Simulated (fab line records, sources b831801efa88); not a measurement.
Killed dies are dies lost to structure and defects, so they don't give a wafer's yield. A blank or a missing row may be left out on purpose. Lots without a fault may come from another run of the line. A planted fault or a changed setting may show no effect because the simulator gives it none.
Which tool did it? | flow sfq_line | 14 lots, 42 wafers sampled, at 2 steps of a route of 325

WHAT THE GAUGES READ, wafer by wafer
SFQ_M8_BOW_MEAS_951. Usual: M8_BOW 10 um, standard deviation 11.
lot  | measured     | on            | M8_BOW (um) | flag
L636 | day 86 05:22 | film_metro-04 | 2 8 3       |
L637 | day 87 02:30 | film_metro-02 | 7 12 7      |
L640 | day 87 16:21 | film_metro-02 | 14 0 13     |
L643 | day 89 09:25 | film_metro-04 | 22 15 12    |
L644 | day 89 11:53 | film_metro-02 | -2 5 4      |
L647 | day 89 22:37 | film_metro-03 | 17 -6 21    |
L649 | day 90 07:01 | film_metro-04 | 37 41 24    |
L651 | day 90 16:44 | film_metro-04 | 12 -2 2     |
L650 | day 94 01:56 | film_metro-03 | -6 0 -6     |
L652 | day 94 09:56 | film_metro-02 | 30 15 26    |
L653 | day 94 10:57 | film_metro-02 | 6 -6 1      |
L657 | day 95 22:10 | film_metro-04 | 7 23 6      |
L658 | day 96 13:48 | film_metro-03 | -5 1 -2     |
L659 | day 96 16:10 | film_metro-03 | -3 -9 7     |

WHICH TOOL RAN EACH LOT (tool, then ch and the chambers of the sampled wafers, then the start)
lot  | SFQ_TRILAYER_I7_VIA_LITHO_COAT_192
L636 | litho_track-04 ch 0, day 81 19:17
L637 | litho_track-04 ch 0, day 82 15:47
L640 | litho_track-03 ch 0, day 83 04:28
L643 | litho_track-02 ch 0, day 84 16:53
L644 | litho_track-02 ch 0, day 84 20:02
L647 | litho_track-03 ch 0, day 85 10:53
L649 | litho_track-03 ch 0, day 85 23:15
L651 | litho_track-03 ch 0, day 86 12:39
L650 | litho_track-03 ch 0, day 86 16:53
L652 | litho_track-04 ch 0, day 87 02:12
L653 | litho_track-02 ch 0, day 87 04:03
L657 | litho_track-03 ch 0, day 92 08:03
L658 | litho_track-03 ch 0, day 93 03:42
L659 | litho_track-04 ch 0, day 93 06:36
- SFQ_TRILAYER_I7_VIA_LITHO_COAT_192: resist thk 62 nm.

WHAT THE TOOLS THEMSELVES READ (means of the sampled wafers that have a number; where no wafer has one, the mark that the record gives instead)
SFQ_TRILAYER_I7_VIA_LITHO_COAT_192. Usual: spin_speed_rpm 2999.8 rpm, standard deviation 2.4.
lot  | tool           | spin_speed_rpm (rpm) | flag
L636 | litho_track-04 | 2998.9               |
L637 | litho_track-04 | 3002.4               |
L640 | litho_track-03 | 2999.0               |
L643 | litho_track-02 | 3000.7               |
L644 | litho_track-02 | 3000.1               |
L647 | litho_track-03 | 3000.0               |
L649 | litho_track-03 | 2997.1               |
L651 | litho_track-03 | 3193.7               | OFF
L650 | litho_track-03 | 3198.0               | OFF
L652 | litho_track-04 | 2999.5               |
L653 | litho_track-02 | 2997.1               |
L657 | litho_track-03 | 3001.2               |
L658 | litho_track-03 | 2997.6               |
L659 | litho_track-04 | 2999.7               |

THE ANSWER, worked out from the rows above alone
Rule: a lot is off if the mean of its wafers that have a number lies more than 3 standard deviations from the usual mean. A lot without any number at a reading at which 4 lots or more have one is off too. The other lots that the step has rows for count as sound. The gauges are gone through in route order, then the tools' own readings, and for those a lot's mean is taken as printed above. The first step at which some lot is off is used, and at that step the reading that is off furthest; a lot without a number counts as furthest.
Off: L651, L650, at SFQ_TRILAYER_I7_VIA_LITHO_COAT_192 (spin_speed_rpm).
A tool fits if, at that step or a process step before it, it ran every lot that is off, and no sound lot after the first of them. None of those tried fits.

WHAT THE SIMULATOR HAD PUT IN
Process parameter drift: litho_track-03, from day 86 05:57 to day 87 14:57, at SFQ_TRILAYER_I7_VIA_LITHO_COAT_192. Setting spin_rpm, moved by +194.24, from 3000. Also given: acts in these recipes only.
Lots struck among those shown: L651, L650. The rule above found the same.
